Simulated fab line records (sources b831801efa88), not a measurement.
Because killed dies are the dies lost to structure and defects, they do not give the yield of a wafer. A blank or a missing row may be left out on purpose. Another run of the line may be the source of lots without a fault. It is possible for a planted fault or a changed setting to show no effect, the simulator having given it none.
Problem report in the 8D (eight disciplines) form, filled by code	flow sky130	the parts of the form that need people (team, actions taken, sign-off) are left out

## 1. PROBLEM STATEMENT
Mean of oes product au at SKY_VIA2_ETCH_15: 0.886 a.u. over 2 wafers from 1 lot, against 0.939 a.u. (standard deviation 0.0042) on wafers with no fault. That is -13 standard deviations from the usual mean.
The step: etches SiO2 in C4F8/O2/Ar, stops on TiN, target depth 546 nm, time 84 s.
Seen first at day 38 20:48 on rie diel-03, wafer L825.3. The record holds 33 wafers of 11 lots with a number at this step. By rule, "out" or "out of limits" means more than 4 standard deviations away from the usual mean. The other wafers with a number count as sound.

## 2. WHAT THIS IS AND IS NOT
question	is	is not
which readings at this step	oes product au	bias w, rf fwd power W
which lots	L825	L817, L818, L819, L820, L824, L835, L836, L837, L838, L839
which wafers of those lots	L825.3, L825.5	L825.1
read on which tools	rie diel-03	rie diel-02, rie diel-04
when	from day 38 20:48	up to then (16 sound wafers); but 15 sound wafers of L835, L836, L837, L838, L839 came after

## 3. THE SUSPECTS, EACH WITH WHAT RULES IT OUT
Counting: any tool at a process step up to the reading remains a suspect provided it ran every lot that is out. Sound lots after the first of them don't rule it out here, since some wafers of a struck lot are sound.
- rie metal-02 at SKY_METAL1_DESCUM_17 (chemistry O2, time 8 s): kept. L825, the lot that is out, went through it at day 35 09:24; up to then, the latest sound lot through it was L817 at day 33 03:24.
- rie diel-01 at SKY_VIA1_ETCH_15 (etches SiO2 in C4F8/O2/Ar, stops on TiN, target depth 351 nm, time 54 s): kept. L825, the lot that is out, went through it at day 36 13:10; up to then, the latest sound lot through it was L820 at day 35 00:58.
- cmp-02 at SKY_VIA2_CMP_02 (polishes SiO2): kept. L825, the lot that is out, went through it at day 37 18:19; up to then, the latest sound lot through it was L824 at day 37 13:52.
- rie diel-03 at SKY_VIA2_ETCH_15 (etches SiO2 in C4F8/O2/Ar, stops on TiN, target depth 546 nm, time 84 s): kept. L825, the lot that is out, went through it at day 38 20:48; up to then, the latest sound lot through it was L818 at day 36 22:39. Its own readings are out on those wafers: oes product au.
- Within cmp-02 at SKY_VIA2_CMP_02: the wafers that are out ran in chambers 1, 3; their sound lot-mates ran in chamber 2.
- Within rie diel-03 at SKY_VIA2_ETCH_15: the wafers that are out ran in chambers 0, 1; their sound lot-mates ran in chamber 3.
Left after counting: rie metal-02 at SKY_METAL1_DESCUM_17, rie diel-01 at SKY_VIA1_ETCH_15, cmp-02 at SKY_VIA2_CMP_02, rie diel-03 at SKY_VIA2_ETCH_15.

## 4. THE CAUSE (what the simulator had put in)
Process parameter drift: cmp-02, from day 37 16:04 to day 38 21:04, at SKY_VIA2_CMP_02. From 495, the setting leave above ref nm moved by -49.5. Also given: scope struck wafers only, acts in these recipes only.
Of the 4 suspects that counting leaves, this tool is one.

## 5. SEQUENCE OF EFFECTS, ordered by route
One row per reading whose mean, taken over the struck wafers that have a number, lies over 3 standard deviations from the usual. Only readings whose record carries a usual standard deviation are examined. hours: median over the lots of the time between each lot's start at the first step of this table that gives one and its start at this step. sigmas: the change, counted in usual standard deviations.
hours	step	reading	usual	on struck wafers	change	sigmas
0	SKY_VIA2_ETCH_15	oes product au	0.939 a.u.	0.886	-0.053	-13
The process steps in it:
- SKY_VIA2_ETCH_15: etches SiO2 in C4F8/O2/Ar, stops on TiN, target depth 546 nm, time 84 s.

## 6. HOW IT WOULD HAVE BEEN CAUGHT EARLIER
29 hours passed between the start of the fault at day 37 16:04 and the first reading out of limits in this record, taken at day 38 20:48.
No tool reading at SKY_VIA2_CMP_02 that has a usual standard deviation in the record was out on any struck wafer, so an alarm limit of 4 standard deviations on those readings would not have fired.
The start of SKY_VIA2_CMP_02 on cmp-02 came by day 38 20:48 for every one of the lots that are out (1). Had the tool been put on hold then, not one of them would have been saved.
